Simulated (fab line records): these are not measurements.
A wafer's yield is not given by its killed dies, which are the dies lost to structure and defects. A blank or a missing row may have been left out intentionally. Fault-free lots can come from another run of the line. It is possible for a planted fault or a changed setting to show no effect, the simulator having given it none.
fab line records	flow gf180mcu
record: lots: 13	wafers: 39	last_day: 34
route steps=602 shown STI@31 MVPSD@80 VT_IMPLANT@130
lots with no fault: from the same line, run without faults
start_h: hours from the record's first day to the start of the lot's first wafer shown	wait_h: hours elapsed since this lot's preceding step	" the same as in the row above	L1.1+2: a row that stands for several wafers	- either no value or no given start	* or withheld: withheld	< > ~ a bound
route shown NAME@n: NAME is a module with steps in the file, n the number in the route of the first one	usual: the fault-free wafers' mean and standard deviation	same: alike in all rows	chamber/n: place in a boat	sites: the reading at each site	_std_site: the standard deviation of these	_edge_site: outer sites' mean less inner sites'	radius_mm: for every site, how far away it sits from the centre of the wafer	mask NAME#n: copy n	behind: the tool/chamber that last shaped the wafer	hold: what put the lot on hold/how long, in hours/how the hold closed	device: transistor that didn't switch, given as n, p or np	end of line: at the end of the route, the tests of the same wafers	a step with no rows: only its recipe	killed: the dies lost at the first sort to structure and to defects; this is not the yield of the wafer	map: per-die view of a wafer (x killed, . not killed, _ where there is no die)
set.NAME: setting as actually run; set.NAME@STEP: the setting as run at that earlier step	model.NAME: the simulator's own value behind a step, which no gauge read
the route's steps for a sample of lots (tables are steps, rows are wafers)
services: the hour from which a tool's chamber was out of use, counted from the record's first day as start_h (under 0 if before that day), plus the number of hours and why
== steps ==
step: GF_STI_THK_MEAS_30
recipe: reads: SiO2_of_STI_OXIDATION_29
usual: STI_OXIDATION_02_THK: 10.08/0.19
lot.wafer	tool	chamber	start_h	wait_h	STI_OXIDATION_02_THK[nm]
L212.2	film_metro-04	-	30.14	0.0	9.95
L212.3	"	-	"	"	10.01
L212.5	"	-	"	"	9.96
L213.1	film_metro-01	-	38.24	0.0	10.27
L213.2	"	-	"	"	10.21
L213.4	"	-	"	"	10.14
L215.2	film_metro-01	-	46.08	0.0	9.85
L215.4	"	-	"	"	9.91
L215.6	"	-	"	"	10.00
L217.1	film_metro-02	-	55.13	0.0	10.07
L217.4	"	-	"	"	10.05
L217.6	"	-	"	"	10.23
L219.1	film_metro-02	-	68.99	0.0	9.87
L219.3	"	-	"	"	10.03
L219.4	"	-	"	"	9.93
L222.2	film_metro-02	-	83.25	0.0	10.27
L222.4	"	-	"	"	10.03
L222.6	"	-	"	"	10.12
L223.2	film_metro-04	-	87.37	0.0	10.18
L223.3	"	-	"	"	10.05
L223.6	"	-	"	"	10.22
L227.2	film_metro-01	-	107.33	0.0	10.32
L227.3	"	-	"	"	10.16
L227.6	"	-	"	"	10.05
L228.1	film_metro-02	-	111.76	0.0	10.02
L228.2	"	-	"	"	10.18
L228.3	"	-	"	"	10.21
L229.2	film_metro-04	-	116.66	0.0	10.16
L229.3	"	-	"	"	10.40
L229.5	"	-	"	"	10.19
L230.2	film_metro-01	-	123.30	0.0	9.98
L230.5	"	-	"	"	9.91
L230.6	"	-	"	"	9.85
L232.2	film_metro-04	-	132.81	0.0	9.71
L232.3	"	-	"	"	9.67
L232.6	"	-	"	"	9.71
L234.2	film_metro-01	-	143.47	0.0	9.74
L234.3	"	-	"	"	9.73
L234.4	"	-	"	"	9.64
step: GF_MVPSD_COAT_02
recipe: spin_rpm: 2000	resist_thk_nm: 3000
lot.wafer	tool	chamber	start_h	wait_h
L212.2+3+5	litho_track-03	0	87.84	0.1
L213.1+2+4	litho_track-04	0	95.57	0.1
L215.2+4+6	litho_track-04	0	106.75	0.1
L217.1+4+6	litho_track-02	0	117.07	0.1
L219.1+3+4	litho_track-03	0	133.26	0.1
L222.2+4+6	litho_track-03	0	151.39	0.1
L223.2+3+6	litho_track-03	0	154.29	0.1
L227.2+3+6	litho_track-02	0	178.04	0.1
L228.1+2+3	litho_track-04	0	183.22	0.1
L229.2+3+5	litho_track-04	0	189.49	0.1
L230.2+5+6	litho_track-04	0	196.64	0.1
L232.2+3+6	litho_track-02	0	207.59	0.1
L234.2+3+4	litho_track-04	0	219.09	0.1
step: GF_MVPSD_STRIP_10
recipe: chemistry: O2/N2	power_w: 1400	pressure_mtorr: 1500	platen_temp_c: 250	o2_flow_sccm: 3000	n2_flow_sccm: 300	overash_fraction: 0.5
usual: drypump_motor_current_A: 6.1/0.4	heater_power_w: 341/28	oes_product_au: 0.722/0.0044	strip_time_to_endpoint_s: 36.92/0.11
lot.wafer	tool	chamber	start_h	wait_h	drypump_motor_current_A	heater_power_w	oes_product_au	rf_hours_counter_h	strip_time_to_endpoint_s
L212.2	plasma_asher-04	1	95.05	0.1	6.2	379	0.722	31	37.03
L212.3	"	0	"	"	5.8	323	0.724	-	37.02
L212.5	"	0	"	"	5.8	319	0.727	-	37.03
L213.1	plasma_asher-04	0	103.40	0.1	5.8	317	0.723	32	36.79
L213.2	"	1	"	"	6.2	386	0.726	32	36.83
L213.4	"	0	"	"	5.8	326	0.726	-	36.88
L215.2	plasma_asher-04	0	114.25	0.1	5.8	323	0.721	33	36.85
L215.4	"	0	"	"	5.8	318	0.723	-	36.87
L215.6	"	1	"	"	6.2	388	0.722	-	36.79
L217.1	plasma_asher-02	1	124.50	0.1	6.7	303	0.715	50	36.88
L217.4	"	0	"	"	5.8	358	0.723	-	36.93
L217.6	"	0	"	"	5.8	358	0.721	-	36.97
L219.1	plasma_asher-02	0	141.55	0.1	5.7	363	0.726	51	36.88
L219.3	"	0	"	"	5.8	352	0.730	-	36.85
L219.4	"	1	"	"	6.7	313	0.727	-	36.79
L222.2	plasma_asher-03	1	159.55	0.1	5.7	375	0.729	4	35.46
L222.4	"	1	"	"	5.7	365	0.722	-	35.58
L222.6	"	0	"	"	5.3	320	0.727	-	35.53
L223.2	plasma_asher-02	0	162.45	0.1	5.8	347	0.724	54	35.47
L223.3	"	0	"	"	5.8	358	0.713	-	35.61
L223.6	"	0	"	"	5.8	354	0.726	-	35.55
L227.2	plasma_asher-02	0	187.50	0.1	5.8	353	0.725	56	36.79
L227.3	"	0	"	"	5.8	351	0.719	-	36.89
L227.6	"	1	"	"	6.6	316	0.722	-	36.73
L228.1	plasma_asher-03	0	192.10	0.1	5.3	314	0.729	8	37.11
L228.2	"	1	"	"	5.7	370	0.725	8	37.00
L228.3	"	1	"	"	5.7	374	0.721	-	37.05
L229.2	plasma_asher-02	0	198.00	0.1	5.8	348	0.720	58	36.95
L229.3	"	1	"	"	6.7	312	0.731	-	37.03
L229.5	"	0	"	"	5.8	348	0.727	-	36.89
L230.2	plasma_asher-02	1	206.05	0.1	6.7	308	0.722	58	36.82
L230.5	"	1	"	"	6.7	310	0.718	-	36.85
L230.6	"	0	"	"	5.8	352	0.720	-	36.92
L232.2	plasma_asher-04	0	216.25	0.1	5.8	324	0.721	43	36.81
L232.3	"	0	"	"	5.8	324	0.724	-	36.72
L232.6	"	1	"	"	6.2	385	0.713	-	36.81
L234.2	plasma_asher-04	0	228.61	0.1	5.8	324	0.717	45	37.08
L234.3	"	1	"	"	6.2	380	0.720	-	37.13
L234.4	"	0	"	"	5.8	324	0.730	-	37.22
step: GF_VT_IMPLANT_OVL_MEAS_40
usual: VT_IMPLANT_03_OVL: -1.3/1.6
lot.wafer	tool	chamber	start_h	wait_h	VT_IMPLANT_03_OVL[nm]
L212.2	overlay-01	-	155.62	0.1	-3.7
L212.3	"	-	"	"	-2.1
L212.5	"	-	"	"	-3.0
L213.1	overlay-01	-	164.26	0.1	-3.1
L213.2	"	-	"	"	-3.4
L213.4	"	-	"	"	-4.5
L215.2	overlay-01	-	177.42	0.1	0.6
L215.4	"	-	"	"	-0.9
L215.6	"	-	"	"	-1.3
L217.1	overlay-01	-	189.07	0.1	-1.0
L217.4	"	-	"	"	0.0
L217.6	"	-	"	"	-0.5
L219.1	overlay-02	-	208.47	0.1	-0.5
L219.3	"	-	"	"	-1.4
L219.4	"	-	"	"	-1.1
L222.2	overlay-02	-	227.93	0.1	-1.2
L222.4	"	-	"	"	-2.7
L222.6	"	-	"	"	-1.5
L223.2	overlay-01	-	232.17	0.1	-0.8
L223.3	"	-	"	"	-0.7
L223.6	"	-	"	"	-0.3
L227.2	overlay-02	-	259.22	0.1	1.5
L227.3	"	-	"	"	0.6
L227.6	"	-	"	"	0.0
L228.1	overlay-02	-	262.57	0.1	-2.4
L228.2	"	-	"	"	0.7
L228.3	"	-	"	"	0.6
L229.2	overlay-01	-	269.62	0.1	-2.5
L229.3	"	-	"	"	-4.4
L229.5	"	-	"	"	-4.0
L230.2	overlay-01	-	278.12	0.1	-1.5
L230.5	"	-	"	"	-2.0
L230.6	"	-	"	"	-2.5
L232.2	overlay-01	-	291.37	0.1	0.9
L232.3	"	-	"	"	2.0
L232.6	"	-	"	"	0.3
L234.2	overlay-01	-	303.62	0.1	-2.9
L234.3	"	-	"	"	2.2
L234.4	"	-	"	"	-1.0
step: GF_VT_IMPLANT_STRIP_42
recipe: chemistry: O2/N2	power_w: 1400	pressure_mtorr: 1500	platen_temp_c: 250	o2_flow_sccm: 3000	n2_flow_sccm: 300	overash_fraction: 0.5
usual: drypump_motor_current_A: 5.8/0.47	heater_power_w: 333/29	oes_product_au: 0.716/0.0049	strip_time_to_endpoint_s: 12.62/0.035
lot.wafer	tool	chamber	start_h	wait_h	drypump_motor_current_A	heater_power_w	oes_product_au	rf_hours_counter_h	strip_time_to_endpoint_s
L212.2	plasma_asher-04	0	155.80	0.1	5.8	326	0.715	38	12.60
L212.3	"	1	"	"	6.2	390	0.721	-	12.54
L212.5	"	0	"	"	5.8	330	0.713	-	12.57
L213.1	plasma_asher-01	0	164.45	0.1	5.6	334	0.716	50	12.63
L213.2	"	1	"	"	5.2	297	0.719	50	12.65
L213.4	"	0	"	"	5.6	335	0.705	-	12.63
L215.2	plasma_asher-04	0	177.60	0.1	5.8	336	0.714	40	12.56
L215.4	"	1	"	"	6.2	385	0.714	-	12.63
L215.6	"	1	"	"	6.2	381	0.718	-	12.59
L217.1	plasma_asher-01	0	189.25	0.1	5.6	340	0.710	53	12.65
L217.4	"	1	"	"	5.2	294	0.716	-	12.62
L217.6	"	1	"	"	5.2	298	0.708	-	12.62
L219.1	plasma_asher-04	0	208.65	0.1	5.8	329	0.719	42	12.58
L219.3	"	0	"	"	5.8	324	0.720	-	12.57
L219.4	"	1	"	"	6.2	377	0.713	-	12.57
L222.2	plasma_asher-04	0	228.11	0.1	5.8	327	0.714	45	12.60
L222.4	"	1	"	"	6.2	395	0.715	-	12.60
L222.6	"	0	"	"	5.8	327	0.715	-	12.57
L223.2	plasma_asher-01	1	232.35	0.1	5.2	298	0.713	58	12.62
L223.3	"	1	"	"	5.2	296	0.713	-	12.64
L223.6	"	0	"	"	5.6	335	0.714	-	12.59
L227.2	plasma_asher-01	0	259.40	0.1	5.6	332	0.710	61	12.67
L227.3	"	0	"	"	5.6	345	0.725	-	12.69
L227.6	"	0	"	"	5.6	344	0.715	-	12.68
L228.1	plasma_asher-01	0	262.75	0.1	5.6	332	0.715	61	12.54
L228.2	"	1	"	"	5.2	294	0.713	61	12.58
L228.3	"	1	"	"	5.2	300	0.719	-	12.58
L229.2	plasma_asher-02	0	269.80	0.1	5.8	350	0.713	66	12.61
L229.3	"	1	"	"	6.7	313	0.712	-	12.62
L229.5	"	0	"	"	5.8	353	0.714	-	12.61
L230.2	plasma_asher-01	0	278.30	0.1	5.6	345	0.715	63	12.60
L230.5	"	1	"	"	5.2	299	0.719	-	12.62
L230.6	"	0	"	"	5.6	338	0.719	-	12.61
L232.2	plasma_asher-02	1	291.55	0.1	6.6	309	0.711	68	12.64
L232.3	"	1	"	"	6.7	307	0.729	-	12.69
L232.6	"	0	"	"	5.8	356	0.715	-	12.70
L234.2	plasma_asher-02	0	303.80	0.1	5.8	355	0.715	69	12.62
L234.3	"	1	"	"	6.7	309	0.715	-	12.63
L234.4	"	0	"	"	5.7	356	0.710	-	12.62
== services ==
tool	chamber	start_h	hours	kind
litho_track-03	-	74.92	-	consumable_replace:filter
plasma_asher-03	-	108.75	9.0	pm
plasma_asher-03	0	108.75	9.0	vent_cycle
plasma_asher-03	1	108.75	9.0	vent_cycle
plasma_asher-03	0	117.75	-	clean
plasma_asher-03	1	117.75	-	clean
plasma_asher-04	-	157.80	1.8	repair
plasma_asher-04	-	191.20	8.5	repair
litho_track-02	-	202.67	-	consumable_replace:filter
plasma_asher-03	-	216.84	28.1	pm
plasma_asher-02	-	259.01	2.8	pm
litho_track-04	-	259.14	-	consumable_replace:filter
litho_track-03	-	278.11	-	consumable_replace:filter
== key ==
first_sign: step: GF_MVPSD_STRIP_10	reading: strip_time_to_endpoint_s	direction: down	sigmas: 13	usual: *	struck: *
effect none on later readings
met_at GF_MVPSD_COAT_02
struck_lots L222,L223
tester_left_out L222,L223
not_acting_at GF_STI_THK_MEAS_30,GF_VT_IMPLANT_OVL_MEAS_40,GF_VT_IMPLANT_STRIP_42
onset_between 133.26 151.39
fault: kind: process_parameter_drift	tool: litho_track-03	chamber: -	onset_h: 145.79	steps: GF_MVPSD_COAT_02	channel: resist_thk_nm	offset: *	shape: step	end_h: 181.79	acts_in: *	stated: *
tester_left_out: of these lots the tester's yield and bins aren't shown, on N5 and GAA mostly nor the transistor test; their killed dies are dies lost to structure and defects alone, not to doping, threshold or leakage, so they don't give the yield
